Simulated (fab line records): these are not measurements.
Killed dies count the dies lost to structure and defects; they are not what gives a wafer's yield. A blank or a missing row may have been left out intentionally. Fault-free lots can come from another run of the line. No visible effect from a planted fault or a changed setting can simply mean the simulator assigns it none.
Which tool did it? -- flow gf180mcu -- 6 lots with 18 wafers sampled at 2 steps, on a route of 602 steps

## WHAT EACH GAUGE READ, for each wafer
GF_STI_CD_MEAS_12: target cd 220 nm.
lot,measured,on,cd_nm (nm)
L485,day 2 17:23,cd_sem-01,218.3 217.8 219.3
L487,day 3 02:50,cd_sem-02,220.8 219.6 219.1
L490,day 3 18:37,cd_sem-01,219.0 220.8 220.2
L495,day 5 00:50,cd_sem-02,217.8 218.4 219.5
L497,day 5 06:56,cd_sem-01,213.6 213.2 213.5
L503,day 6 14:19,cd_sem-02,222.9 222.5 222.6

## WHICH TOOL RAN EACH LOT (tool, then ch and the chambers of the sampled wafers, then the start)
lot,GF_STI_PEB_10
L485,"litho_track-03 ch 0, day 2 17:02"
L487,"litho_track-01 ch 0, day 3 02:31"
L490,"litho_track-01 ch 0, day 3 18:16"
L495,"litho_track-04 ch 0, day 5 00:29"
L497,"litho_track-01 ch 0, day 5 06:37"
L503,"litho_track-03 ch 0, day 6 13:58"
- GF_STI_PEB_10: peb time 90 s.

## THE ANSWER, worked out from the rows above alone
Rule: the usual values come from the lots themselves. The widest of any qualifying gaps counts: lots, ordered by their means at a reading, are off when they make up no more than a third of the lots, leave a main group of 4 or more, and stand apart from it by 3 or more times the standard deviation of that group's means. A main group is skipped when, at the precision printed for the reading in the tables above, its means are all equal. Also off: a lot with no number at a reading for which 4 or more lots have one. All remaining lots with rows at the step are treated as sound.
Off: L497 (GF_STI_CD_MEAS_12, cd_nm). Mean 219.9 nm and standard deviation 1.5 in the main group.
If a tool, at a process step before that reading, ran all the lots that are off and no sound lot after the first of them, it fits. The gauges at GF_STI_CD_MEAS_12 are tried like those tools. Undecided on this evidence; 2 tools fit (litho_track-01 at GF_STI_PEB_10, cd_sem-01 at GF_STI_CD_MEAS_12).

## WHAT HAD BEEN PUT IN BY THE SIMULATOR
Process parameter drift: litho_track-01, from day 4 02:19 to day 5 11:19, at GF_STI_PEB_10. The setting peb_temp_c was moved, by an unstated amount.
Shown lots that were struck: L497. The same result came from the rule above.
